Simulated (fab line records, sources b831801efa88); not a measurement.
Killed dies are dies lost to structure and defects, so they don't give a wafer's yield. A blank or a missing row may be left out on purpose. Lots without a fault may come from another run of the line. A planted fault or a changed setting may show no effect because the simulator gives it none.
fab line records | flow sky130
record lots=24 wafers=72 last_day=50
route steps=708 shown SONOS_ONO@173 LI_CONTACT@375 LOCAL_INTERCONNECT@389 METAL1@451 VIA1@482 METAL2@483
lots that met no fault: from a run of the same line without faults
start_h: hours from the record's first day to the start of the lot's first wafer shown | wait_h: hours since the lot's step before | " the same as in the row above | L1.1+2: a row that stands for several wafers | - no value, or no start given | * or withheld: withheld | < > ~ a bound
route shown NAME@n: a module of which the file shows steps, and the number in the route of the first | usual: mean/standard deviation of fault-free wafers | same: alike in all rows | chamber/n: place in a boat | sites: the reading at each site | _std_site: their standard deviation | _edge_site: outer sites' mean less inner sites' | radius_mm: how far each site lies from the wafer's centre | mask NAME#n: copy n | behind: the tool/chamber that last shaped the wafer | hold: why the lot was held/for how many hours/how that ended | device: the transistor (n, p or np) that didn't switch | end of line: the same wafers' tests at the end of the route | a step without rows: its recipe alone | killed: dies lost to structure and defects at the first sort, not the wafer's yield | map: a wafer's dies, x killed, . not, _ none there
set.NAME: the setting as run; set.NAME@STEP: as run at that earlier step | model.NAME: the simulator's own value behind a step, which no gauge read
steps of the route over a sample of lots; a table a step, a row a wafer
services: from which hour (start_h, from the record's first day; less than 0 if before it) a tool's chamber was out of use, for how many hours, and why
## steps
# step SKY_SONOS_ONO_THK_MEAS_05
# recipe reads=SiO2_of_SONOS_ONO_CVD_04
# usual SONOS_ONO_CVD_04_THK=5.71/0.11
# columns lot.wafer tool chamber start_h wait_h SONOS_ONO_CVD_04_THK[nm]
L074.2 film_metro-03 - 253.91 0.0 5.80
L074.3 " - " " 5.69
L074.6 " - " " 5.75
L075.1 film_metro-01 - 263.88 0.0 5.94
L075.3 " - " " 5.82
L075.4 " - " " 5.90
L076.2 film_metro-03 - 263.89 0.0 5.90
L076.3 " - " " 5.94
L076.6 " - " " 5.85
L077.3 film_metro-03 - 278.18 0.0 5.69
L077.4 " - " " 5.84
L077.6 " - " " 5.79
L078.1 film_metro-02 - 284.56 0.0 5.60
L078.4 " - " " 5.57
L078.5 " - " " 5.71
L079.1 film_metro-01 - 298.24 0.0 5.69
L079.2 " - " " 5.58
L079.4 " - " " 5.69
L080.1 film_metro-03 - 301.73 0.0 5.83
L080.4 " - " " 5.87
L080.5 " - " " 5.86
L081.1 film_metro-03 - 331.08 0.0 5.90
L081.4 " - " " 5.70
L081.5 " - " " 5.78
L082.2 film_metro-02 - 331.09 0.0 5.60
L082.4 " - " " 5.56
L082.6 " - " " 5.60
L083.2 film_metro-01 - 331.12 0.0 5.79
L083.4 " - " " 5.66
L083.5 " - " " 5.81
L084.3 film_metro-03 - 334.85 0.0 5.63
L084.4 " - " " 5.61
L084.5 " - " " 5.60
L085.1 film_metro-02 - 346.98 0.0 5.72
L085.2 " - " " 5.78
L085.6 " - " " 5.78
L086.1 film_metro-01 - 353.62 0.0 5.68
L086.2 " - " " 5.65
L086.6 " - " " 5.68
L087.1 film_metro-02 - 355.50 0.0 5.74
L087.2 " - " " 5.77
L087.6 " - " " 5.79
L088.1 film_metro-01 - 363.53 0.0 5.42
L088.3 " - " " 5.54
L088.6 " - " " 5.44
L089.3 film_metro-01 - 368.97 0.0 5.57
L089.4 " - " " 5.79
L089.6 " - " " 5.60
L090.2 film_metro-03 - 377.77 0.0 5.84
L090.3 " - " " 5.74
L090.6 " - " " 5.84
L091.1 film_metro-02 - 387.94 0.0 5.58
L091.2 " - " " 5.62
L091.4 " - " " 5.63
L092.1 film_metro-02 - 392.13 0.0 5.81
L092.3 " - " " 5.60
L092.5 " - " " 5.61
L093.2 film_metro-01 - 404.16 0.0 5.62
L093.3 " - " " 5.65
L093.5 " - " " 5.60
L094.1 film_metro-02 - 417.04 0.0 5.57
L094.2 " - " " 5.70
L094.6 " - " " 5.63
L095.2 film_metro-01 - 420.54 0.0 5.83
L095.3 " - " " 5.86
L095.6 " - " " 5.83
L096.2 film_metro-03 - 426.00 0.0 5.75
L096.4 " - " " 5.79
L096.5 " - " " 5.79
L097.2 film_metro-03 - 437.09 0.0 5.59
L097.3 " - " " 5.62
L097.4 " - " " 5.59
# step SKY_LI_CONTACT_OVL_MEAS_13
# usual LI_CONTACT_OVL=3/4.9
# columns lot.wafer tool chamber start_h wait_h LI_CONTACT_OVL[nm]
L074.2 overlay-02 - 669.21 0.1 0
L074.3 " - " " 1
L074.6 " - " " -1
L075.1 overlay-01 - 682.06 0.1 3
L075.3 " - " " 9
L075.4 " - " " 6
L076.2 overlay-01 - 683.16 0.1 -3
L076.3 " - " " -2
L076.6 " - " " 8
L077.3 overlay-02 - 696.81 0.1 0
L077.4 " - " " 3
L077.6 " - " " -7
L078.1 overlay-01 - 703.12 0.1 7
L078.4 " - " " 8
L078.5 " - " " 10
L079.1 overlay-01 - 728.15 0.1 -3
L079.2 " - " " 9
L079.4 " - " " 1
L080.1 overlay-01 - 729.21 0.1 14
L080.4 " - " " 4
L080.5 " - " " 12
L082.2 overlay-01 - 758.46 0.1 1
L082.4 " - " " -1
L082.6 " - " " -7
L081.1 overlay-01 - 760.35 0.1 3
L081.4 " - " " 5
L081.5 " - " " -1
L084.3 overlay-02 - 761.26 0.1 9
L084.4 " - " " 1
L084.5 " - " " 4
L083.2 overlay-02 - 761.81 0.1 4
L083.4 " - " " 1
L083.5 " - " " 3
L085.1 overlay-02 - 766.60 0.1 10
L085.2 " - " " 5
L085.6 " - " " 6
L086.1 overlay-02 - 774.71 0.1 2
L086.2 " - " " 5
L086.6 " - " " 9
L087.1 overlay-01 - 779.35 0.1 -3
L087.2 " - " " 1
L087.6 " - " " 2
L088.1 overlay-02 - 785.05 0.1 1
L088.3 " - " " 6
L088.6 " - " " 0
L089.3 overlay-01 - 790.42 0.1 -1
L089.4 " - " " 2
L089.6 " - " " -2
L090.2 overlay-02 - 791.21 0.1 -1
L090.3 " - " " 4
L090.6 " - " " -5
L091.1 overlay-02 - 809.65 0.1 -11
L091.2 " - " " -3
L091.4 " - " " -1
L092.1 overlay-01 - 811.10 0.1 3
L092.3 " - " " -2
L092.5 " - " " 0
L093.2 overlay-01 - 820.36 0.1 1
L093.3 " - " " -2
L093.5 " - " " -2
L094.1 overlay-01 - 833.10 0.1 8
L094.2 " - " " 2
L094.6 " - " " 7
L095.2 overlay-02 - 834.21 0.1 7
L095.3 " - " " 9
L095.6 " - " " 8
L096.2 overlay-02 - 836.66 0.1 10
L096.4 " - " " 7
L096.5 " - " " 6
L097.2 overlay-02 - 848.51 0.1 -3
L097.3 " - " " 1
L097.4 " - " " 2
# step SKY_LOCAL_INTERCONNECT_THK_MEAS_02
# recipe thk_meas_gauge=xrf reads=TiN_of_LOCAL_INTERCONNECT_SPUTTER_00
# usual LOCAL_INTERCONNECT_TIN_THK=99.5/1.6
# columns lot.wafer tool chamber start_h wait_h LOCAL_INTERCONNECT_TIN_THK[nm]
L074.2 film_metro-04 - 670.60 0.1 97.1
L074.3 " - " " 97.4
L074.6 " - " " 97.9
L075.1 film_metro-03 - 683.57 0.1 100.1
L075.3 " - " " 100.8
L075.4 " - " " 100.7
L076.2 film_metro-04 - 684.55 0.1 98.7
L076.3 " - " " 98.0
L076.6 " - " " 97.9
L077.3 film_metro-03 - 698.23 0.1 97.8
L077.4 " - " " 98.3
L077.6 " - " " 99.1
L078.1 film_metro-01 - 704.57 0.1 103.4
L078.4 " - " " 99.0
L078.5 " - " " 102.5
L079.1 film_metro-03 - 729.76 0.1 103.1
L079.2 " - " " 100.8
L079.4 " - " " 98.0
L080.1 film_metro-04 - 730.61 0.1 100.2
L080.4 " - " " 99.2
L080.5 " - " " 100.1
L082.2 film_metro-03 - 760.03 0.1 97.2
L082.4 " - " " 96.7
L082.6 " - " " 97.9
L081.1 film_metro-01 - 761.84 0.1 98.8
L081.4 " - " " 100.4
L081.5 " - " " 99.6
L084.3 film_metro-03 - 762.66 0.1 98.1
L084.4 " - " " 99.7
L084.5 " - " " 99.3
L083.2 film_metro-04 - 763.20 0.1 100.3
L083.4 " - " " 98.9
L083.5 " - " " 102.9
L085.1 film_metro-03 - 767.99 0.1 100.3
L085.2 " - " " 99.2
L085.6 " - " " 100.5
L086.1 film_metro-04 - 776.11 0.1 97.4
L086.2 " - " " 98.0
L086.6 " - " " 98.0
L087.1 film_metro-03 - 780.75 0.1 99.3
L087.2 " - " " 100.0
L087.6 " - " " 100.0
L088.1 film_metro-04 - 786.56 0.1 97.9
L088.3 " - " " 98.1
L088.6 " - " " 97.8
L089.3 film_metro-01 - 791.83 0.1 99.9
L089.4 " - " " 101.1
L089.6 " - " " 100.0
L090.2 film_metro-03 - 792.72 0.1 97.8
L090.3 " - " " 100.7
L090.6 " - " " 96.6
L091.1 film_metro-01 - 811.05 0.1 98.9
L091.2 " - " " 99.7
L091.4 " - " " 100.3
L092.1 film_metro-03 - 812.49 0.1 100.3
L092.3 " - " " 100.4
L092.5 " - " " 101.0
L093.2 film_metro-04 - 821.76 0.1 98.5
L093.3 " - " " 98.1
L093.5 " - " " 102.6
L094.1 film_metro-01 - 834.48 0.1 100.4
L094.2 " - " " 103.7
L094.6 " - " " 103.6
L095.2 film_metro-01 - 835.60 0.1 102.3
L095.3 " - " " 102.4
L095.6 " - " " 101.9
L096.2 film_metro-03 - 838.04 0.1 98.5
L096.4 " - " " 101.8
L096.5 " - " " 102.1
L097.2 film_metro-03 - 849.90 0.1 98.6
L097.3 " - " " 98.4
L097.4 " - " " 98.0
# step SKY_METAL1_DESCUM_17
# recipe chemistry=O2 source_power_w=150 bias_power_w=0 pressure_mtorr=10 temp_c=40 time_s=8
# usual drypump_motor_current_A=5.6/0.49 oes_product_au=1.006/0.017
# columns lot.wafer tool chamber start_h wait_h drypump_motor_current_A oes_product_au rf_hours_counter_h
L074.2 rie_metal-01 0 760.04 0.0 6.3 0.993 3
L074.3 " 0 " " 6.3 0.995 -
L074.6 " 0 " " 6.3 0.999 -
L075.1 rie_metal-04 1 765.74 0.0 5.8 1.004 12
L075.3 " 1 " " 5.9 1.004 -
L075.4 " 0 " " 4.7 1.008 -
L076.2 rie_metal-03 0 766.44 0.0 5.6 1.015 1
L076.3 " 1 " " 5.9 0.980 -
L076.6 " 0 " " 5.6 1.023 -
L077.3 rie_metal-03 0 786.60 0.0 5.6 1.042 -
L077.4 " 1 " " 6.0 0.989 -
L077.6 " 0 " " 5.6 1.028 -
L078.1 rie_metal-04 1 789.04 0.0 5.9 1.011 12
L078.4 " 1 " " 5.9 0.997 -
L078.5 " 1 " " 5.9 0.998 -
L079.1 rie_metal-01 0 810.99 0.0 6.3 0.994 5
L079.2 " 1 " " 5.2 1.006 13
L079.4 " 1 " " 5.2 0.991 -
L080.1 rie_metal-04 1 812.54 0.0 5.9 0.999 13
L080.4 " 0 " " 4.7 0.999 -
L080.5 " 0 " " 4.7 0.998 -
L082.2 rie_metal-04 1 841.50 0.0 5.9 1.003 -
L082.4 " 1 " " 5.9 1.005 -
L082.6 " 1 " " 5.8 0.997 -
L081.1 rie_metal-03 1 844.29 0.0 6.0 0.970 6
L081.4 " 0 " " 5.6 1.030 -
L081.5 " 0 " " 5.6 1.028 -
L084.3 rie_metal-04 1 844.66 0.0 5.9 1.002 -
L084.4 " 1 " " 5.9 0.997 -
L084.5 " 1 " " 5.9 0.994 -
L083.2 rie_metal-03 0 845.59 0.0 5.6 1.027 3
L083.4 " 0 " " 5.6 1.035 -
L083.5 " 1 " " 6.0 0.977 -
L085.1 rie_metal-03 0 850.99 0.0 5.6 1.042 4
L085.2 " 1 " " 5.9 0.988 7
L085.6 " 0 " " 5.6 1.026 -
L086.1 rie_metal-03 0 858.09 0.0 5.6 1.042 4
L086.2 " 0 " " 5.6 1.034 -
L086.6 " 0 " " 5.6 1.033 -
L087.1 rie_metal-01 1 862.24 0.0 5.2 1.011 16
L087.2 " 0 " " 6.3 0.988 6
L087.6 " 1 " " 5.2 1.005 -
L088.1 rie_metal-03 0 867.99 0.0 5.5 1.027 5
L088.3 " 0 " " 5.6 1.033 -
L088.6 " 0 " " 5.6 1.034 -
L089.3 rie_metal-04 0 873.80 0.0 4.7 0.992 -
L089.4 " 1 " " 5.8 1.012 -
L089.6 " 0 " " 4.7 0.988 -
L090.2 rie_metal-01 0 874.29 0.0 6.3 0.988 7
L090.3 " 0 " " 6.3 0.984 -
L090.6 " 0 " " 6.3 1.000 -
L091.1 rie_metal-04 1 892.59 0.0 5.8 1.013 1
L091.2 " 0 " " 4.7 1.001 13
L091.4 " 1 " " 5.9 1.017 -
L092.1 rie_metal-03 1 893.24 0.0 6.0 0.984 8
L092.3 " 1 " " 6.0 0.989 -
L092.5 " 1 " " 5.9 0.995 -
L093.2 rie_metal-03 1 902.44 0.0 6.0 0.990 8
L093.3 " 0 " " 5.6 1.039 -
L093.5 " 1 " " 5.9 0.992 -
L094.1 rie_metal-04 1 913.34 0.0 5.9 1.008 2
L094.2 " 0 " " 4.7 0.992 14
L094.6 " 0 " " 4.7 1.008 -
L095.2 rie_metal-01 0 915.20 0.0 6.3 0.998 -
L095.3 " 0 " " 6.3 1.001 -
L095.6 " 0 " " 6.3 0.987 -
L096.2 rie_metal-04 0 917.81 0.0 4.7 0.996 14
L096.4 " 0 " " 4.7 0.995 -
L096.5 " 0 " " 4.7 0.994 -
L097.2 rie_metal-03 0 930.34 0.0 5.6 1.044 8
L097.3 " 0 " " 5.6 1.039 -
L097.4 " 1 " " 5.9 1.000 -
# step SKY_VIA1_CMP_24
# recipe stop_on=SiO2 t_overpolish_s=15 down_force_psi=3.5 platen_rpm=60 target_thk_nm=0 pad_velocity_m_s=0.94248
# usual motor_current_A=10.7/1 overpolish_run_s=15.000/0.0089 time_to_endpoint_s=67/3.3
# columns lot.wafer tool chamber start_h wait_h motor_current_A overpolish_run_s time_to_endpoint_s
L074.3 cmp-02 2 788.96 0.0 11.5 14.990 65
L074.2 " 3 " " 10.8 15.010 62
L074.6 " 3 " " 9.9 15.002 64
L075.1 cmp-02 1 795.04 0.1 8.9 14.993 69
L075.3 " 2 " " 12.1 14.999 68
L075.4 " 3 " " 10.5 14.998 61
L076.2 cmp-02 1 795.36 0.0 8.9 15.000 67
L076.3 " 0 " " 11.1 15.000 64
L076.6 " 1 " " 9.4 15.005 68
L077.3 cmp-01 3 815.31 0.2 11.7 15.006 62
L077.4 " 1 " " 9.8 14.988 65
L077.6 " 3 " " 11.7 15.014 63
L078.4 cmp-02 3 818.05 0.1 10.8 14.988 70
L078.1 " 0 " " 11.4 15.008 73
L078.5 " 3 " " 10.5 14.995 67
L079.2 cmp-02 1 839.21 0.0 9.3 14.986 68
L079.1 " 2 " " 12.4 15.001 64
L079.4 " 3 " " 10.5 14.999 60
L080.1 cmp-02 0 841.05 0.1 10.6 14.986 66
L080.4 " 1 " " 8.9 14.993 69
L080.5 " 1 " " 9.3 15.011 68
L082.4 cmp-02 2 870.29 0.1 12.6 15.001 67
L082.2 " 0 " " 11.1 15.003 66
L082.6 " 2 " " 12.2 15.001 66
L081.1 cmp-02 3 872.61 0.1 10.8 14.992 64
L081.4 " 2 " " 11.9 14.995 63
L081.5 " 3 " " 10.2 14.982 63
L084.3 cmp-02 1 873.56 0.0 9.4 14.992 70
L084.4 " 2 " " 11.6 15.016 66
L084.5 " 1 " " 8.9 15.002 73
L083.2 cmp-02 0 873.95 0.1 11.0 15.001 69
L083.4 " 1 " " 9.1 15.014 71
L083.5 " 0 " " 11.0 15.001 66
L085.1 cmp-02 3 879.89 0.8 10.3 15.013 59
L085.2 " 0 " " 11.1 15.002 63
L085.6 " 3 " " 10.3 15.005 60
L086.2 cmp-02 0 887.01 0.0 10.6 14.999 66
L086.1 " 1 " " 9.4 14.997 70
L086.6 " 0 " " 10.7 14.993 67
L087.1 cmp-02 0 890.03 0.1 11.1 15.007 66
L087.2 " 1 " " 9.3 14.997 71
L087.6 " 3 " " 10.4 14.998 62
L088.3 cmp-02 1 896.49 0.0 9.2 15.009 69
L088.1 " 0 " " 10.9 15.005 67
L088.6 " 2 " " 12.5 15.007 65
L089.4 cmp-01 2 902.55 0.1 11.6 14.997 68
L089.3 " 0 " " 11.3 14.991 73
L089.6 " 1 " " 9.6 15.006 64
L090.2 cmp-02 1 902.84 0.1 9.3 15.001 73
L090.3 " 3 " " 10.1 15.006 64
L090.6 " 0 " " 11.0 14.996 70
L091.2 cmp-02 1 919.75 0.1 9.0 14.989 69
L091.4 " 2 " " 12.2 14.998 65
L091.1 " 3 " " 10.1 15.010 63
L092.1 cmp-01 3 920.90 0.1 11.9 15.017 66
L092.3 " 1 " " 9.3 14.983 65
L092.5 " 2 " " 12.1 15.000 65
L093.3 cmp-01 1 929.45 0.0 9.6 14.994 67
L093.2 " 3 " " 11.0 15.001 63
L093.5 " 2 " " 12.1 15.001 67
L094.1 cmp-01 1 940.78 0.1 10.1 15.001 64
L094.2 " 2 " " 11.4 14.996 64
L094.6 " 1 " " 9.8 14.994 66
L095.3 cmp-01 3 941.34 0.0 11.1 14.999 65
L095.2 " 0 " " 11.3 14.993 72
L095.6 " 3 " " 11.2 15.004 65
L096.2 cmp-02 1 944.35 0.1 9.4 14.981 70
L096.4 " 2 " " 11.9 15.021 68
L096.5 " 1 " " 9.3 15.000 73
L097.4 cmp-02 3 956.31 0.0 10.1 14.999 62
L097.2 " 0 " " 11.0 15.009 66
L097.3 " 2 " " 12.2 15.011 67
# step SKY_METAL2_SPUTTER_00
# recipe material=Ti target_thk_nm=15 power_w=3000 time_s=10 chamber_pressure_pa=0.4
# usual throttle_valve_pct=30.5/1
# columns lot.wafer tool chamber start_h wait_h throttle_valve_pct
L074.2 pvd_sputter-04 - 789.26 0.2 31.7
L074.3 " - " " 30.2
L074.6 " - " " 30.1
L075.1 pvd_sputter-03 - 795.34 0.2 30.6
L075.3 " - " " 31.1
L075.4 " - " " 31.2
L076.2 pvd_sputter-02 - 795.66 0.2 30.5
L076.3 " - " " 30.0
L076.6 " - " " 30.4
L077.3 pvd_sputter-02 - 815.61 0.2 30.4
L077.4 " - " " 31.9
L077.6 " - " " 30.8
L078.1 pvd_sputter-04 - 818.30 0.1 30.3
L078.4 " - " " 30.2
L078.5 " - " " 31.7
L079.1 pvd_sputter-03 - 839.51 0.2 31.4
L079.2 " - " " 31.6
L079.4 " - " " 30.8
L080.1 pvd_sputter-03 - 841.35 0.2 31.1
L080.4 " - " " 30.4
L080.5 " - " " 28.1
L082.2 pvd_sputter-02 - 870.54 0.1 30.3
L082.4 " - " " 30.6
L082.6 " - " " 30.5
L081.1 pvd_sputter-03 - 872.91 0.2 31.6
L081.4 " - " " 31.2
L081.5 " - " " 31.3
L084.3 pvd_sputter-03 - 873.86 0.2 31.5
L084.4 " - " " 31.8
L084.5 " - " " 28.0
L083.2 pvd_sputter-02 - 874.20 0.2 31.6
L083.4 " - " " 30.1
L083.5 " - " " 30.4
L085.1 pvd_sputter-03 - 880.19 0.2 28.0
L085.2 " - " " 31.7
L085.6 " - " " 31.4
L086.1 pvd_sputter-02 - 887.31 0.2 30.8
L086.2 " - " " 30.5
L086.6 " - " " 30.2
L087.1 pvd_sputter-04 - 890.28 0.2 30.8
L087.2 " - " " 29.9
L087.6 " - " " 30.3
L088.1 pvd_sputter-04 - 896.79 0.1 30.3
L088.3 " - " " 30.5
L088.6 " - " " 31.5
L089.3 pvd_sputter-03 - 902.80 0.1 31.2
L089.4 " - " " 31.3
L089.6 " - " " 31.6
L090.2 pvd_sputter-04 - 903.09 0.2 30.3
L090.3 " - " " 29.9
L090.6 " - " " 30.4
L091.1 pvd_sputter-04 - 920.00 0.1 31.6
L091.2 " - " " 30.2
L091.4 " - " " 30.3
L092.1 pvd_sputter-04 - 921.28 0.3 30.2
L092.3 " - " " 29.9
L092.5 " - " " 30.0
L093.2 pvd_sputter-03 - 929.75 0.1 30.4
L093.3 " - " " 27.8
L093.5 " - " " 30.5
L094.1 pvd_sputter-03 - 941.03 0.2 30.6
L094.2 " - " " 28.1
L094.6 " - " " 30.4
L095.2 pvd_sputter-02 - 941.64 0.2 31.8
L095.3 " - " " 30.4
L095.6 " - " " 30.4
L096.2 pvd_sputter-02 - 944.60 0.2 30.4
L096.4 " - " " 31.6
L096.5 " - " " 30.5
L097.2 pvd_sputter-04 - 956.61 0.2 30.1
L097.3 " - " " 31.7
L097.4 " - " " 30.6
## services
# columns tool chamber start_h hours kind
cmp-01 - 741.27 0.9 repair
cmp-02 - 745.19 4.0 pm
cmp-02 - 749.19 4.9 pm
cmp-02 - 782.13 4.4 pm
cmp-01 - 791.48 5.0 pm
rie_metal-03 0 791.72 5.9 repair
pvd_sputter-03 - 815.80 15.5 repair
rie_metal-04 - 828.47 1.1 repair
rie_metal-04 0 833.46 16.5 repair
rie_metal-03 - 833.72 0.3 repair
cmp-01 - 849.10 1.8 repair
rie_metal-03 1 856.02 15.8 repair
cmp-01 - 857.33 1.6 repair
pvd_sputter-02 - 862.84 1.4 repair
cmp-01 - 871.04 6.6 repair
cmp-01 - 877.62 3.4 pm
cmp-02 - 878.64 1.2 repair
pvd_sputter-03 - 885.09 1.0 repair
pvd_sputter-02 - 889.98 21.4 repair
cmp-02 - 905.90 2.2 repair
pvd_sputter-03 - 917.18 5.9 repair
cmp-02 - 918.62 0.7 repair
pvd_sputter-02 - 919.67 4.8 repair
pvd_sputter-03 - 950.78 5.2 repair
## key
fault none
